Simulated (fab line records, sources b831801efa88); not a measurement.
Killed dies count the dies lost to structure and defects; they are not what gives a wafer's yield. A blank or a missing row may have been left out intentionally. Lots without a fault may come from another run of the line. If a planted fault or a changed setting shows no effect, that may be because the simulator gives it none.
Comparing a struck lot with a sound one    flow sky130    25 steps out of a route of 708
Sound: these wafers, L522.2, L522.4, L522.6. Wafers struck: L534.2, L534.3, L534.4. Last of all comes the cause.
At each step with rows: each side's tool, then ch and its chambers, then its first start. Under that, the readings that differ: sound wafers    struck wafers    difference of the means    sigmas: that difference in standard deviations of wafers without a fault.
alike: same words and numbers on both sides, and readings whose means sit less than 2 such deviations apart. not compared: any withheld reading, any reading some wafer has no value for, any bound like >300 that may hide the same value, and any number with overlapping values for which the record gives no deviation.
A row with sigmas, a row that says differs or no value, or rows on one side alone: a step with any of these is where the two part. Numbers that don't overlap but have no deviation are shown without sigmas and don't part them. A reading that every wafer of one side lacks parts them only if that side has two wafers or more.

first, 4 steps without rows for these wafers: SKY_RES_PROTECT_EXPOSE_04 (exposes mask RPM, target cd 1270 nm); SKY_RES_PROTECT_PEB_05; SKY_RES_PROTECT_DEVELOP_06 (develop time 60 s); SKY_POLY_GATE_IMPLANT_02.
SKY_RES_PROTECT_STRIP_07: strips in O2/N2.
  sound on plasma-asher-01 ch 0,1, day 17 13:38; struck on plasma-asher-04 ch 0,1, day 21 16:23
  alike: drypump-motor-current-A, oes-product-au, strip-time-to-endpoint-s
  not compared: rf-hours-counter-h
SKY_RES_PROTECT_TW_MEAS_08:
  sound on film-metro-02, day 17 13:45; struck on film-metro-04, day 21 16:30
  alike: POLY_GATE_TW
then, 2 steps without rows for these wafers: SKY_RES_PROTECT_CLEAN_09 (cleans in SC1/SC2, time 150 s); SKY_POLY_GATE_CVD_03 (deposits Si3N4 from DCS/NH3, target thk 75 nm, time 1290 s).
SKY_POLY_GATE_THK_MEAS_04:
  sound on film-metro-04, day 17 15:13; struck on film-metro-01, day 21 17:58
  alike: POLY_GATE_CVD_03_THK
then, 3 steps without rows for these wafers: SKY_POLY_GATE_DEHYDRATE_05 (time 60 s); SKY_POLY_GATE_HMDS_06 (prime time 60 s); SKY_POLY_GATE_COAT_07 (resist thk 110 nm).
SKY_POLY_GATE_COAT_08: resist thk 450 nm.
  sound on litho-track-03 ch 0, day 18 06:00; struck on litho-track-04 ch 0, day 22 08:00
reading                                           sound                 struck                difference  sigmas
spin-speed-rpm (rpm)                              3001.4 2999.6 3004.8  3256.9 3261.9 3261.7  +258.2      +99 or more
model.KrF-thick_of_POLY_GATE_COAT_08.thk-nm (nm)  448.6 450.1 449.5     431.9 432.5 433.2     -16.9       
then, 4 steps without rows for these wafers: SKY_POLY_GATE_SOFTBAKE_09 (time 90 s); SKY_POLY_GATE_EXPOSE_10 (exposes mask P1M, target cd 150 nm); SKY_POLY_GATE_PEB_11; SKY_POLY_GATE_DEVELOP_12 (develop time 60 s).
SKY_POLY_GATE_CD_MEAS_13: the cd target is 150 nm.
  sound on cd-sem-01, day 18 21:29; struck on cd-sem-01, day 23 00:37
  alike: cd-nm
SKY_POLY_GATE_OVL_MEAS_14:
  sound on overlay-02, day 18 21:35; struck on overlay-02, day 23 00:43
  alike: POLY_GATE_OVL
SKY_POLY_GATE_ETCH_15: etches BARC in N2/H2, stops on SiO2, time 118.5 s, target depth 110 nm.
  sound on rie-diel-04 ch 1,2, day 18 21:37; struck on rie-diel-04 ch 1,2,3, day 23 00:45
  alike: drypump-motor-current-A, oes-product-au, throttle-valve-pct
  not compared: rf-hours-counter-h
SKY_POLY_GATE_ETCH_16: etches Si3N4 in CH3F/O2, stops on poly-Si, time 147.5 s, target depth 75 nm.
  sound on rie-diel-04 ch 1,2, day 18 21:42; struck on rie-diel-04 ch 1,2,3, day 23 00:50
  alike: drypump-motor-current-A, oes-product-au, throttle-valve-pct
  not compared: rf-hours-counter-h
SKY_POLY_GATE_ETCH_17: etches poly-Si in HBr/Cl2, stops on SiO2, target depth 180 nm, time 70.5 s.
  sound on rie-si-01 ch 0,1,2, day 18 21:48; struck on rie-si-02 ch 0,1,2, day 23 00:56
reading                                           sound              struck             difference  sigmas
model.KrF-thick_of_POLY_GATE_COAT_08.thk-nm (nm)  140.2 140.8 142.8  124.6 124.9 122.8  -17.2       
  alike: drypump-motor-current-A, he-backside-leak-sccm, oes-product-au, throttle-valve-pct
  not compared: rf-hours-counter-h
SKY_POLY_GATE_STRIP_18: strips in O2/N2.
  sound on plasma-asher-02 ch 0,1, day 18 21:51; struck on plasma-asher-02 ch 0,1, day 23 00:59
reading                       sound              struck             difference  sigmas
oes-product-au (a.u.)         0.367 0.362 0.362  0.350 0.355 0.351  -0.012      -3
strip-time-to-endpoint-s (s)  3.17 3.18 3.18     2.99 3.02 2.98     -0.18       -5
  alike: drypump-motor-current-A
  not compared: rf-hours-counter-h
then, 2 steps without rows for these wafers: SKY_POLY_GATE_CLEAN_19 (cleans in SC1/SC2, time 150 s); SKY_PAD_OPEN_PROBE_99.

WHERE THEY PART
First at SKY_POLY_GATE_COAT_08; last, within this record, at SKY_POLY_GATE_STRIP_18.

WHY: what the simulator had put in
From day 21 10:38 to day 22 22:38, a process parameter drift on litho-track-04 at SKY_POLY_GATE_COAT_08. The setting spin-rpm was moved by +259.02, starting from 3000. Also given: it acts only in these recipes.
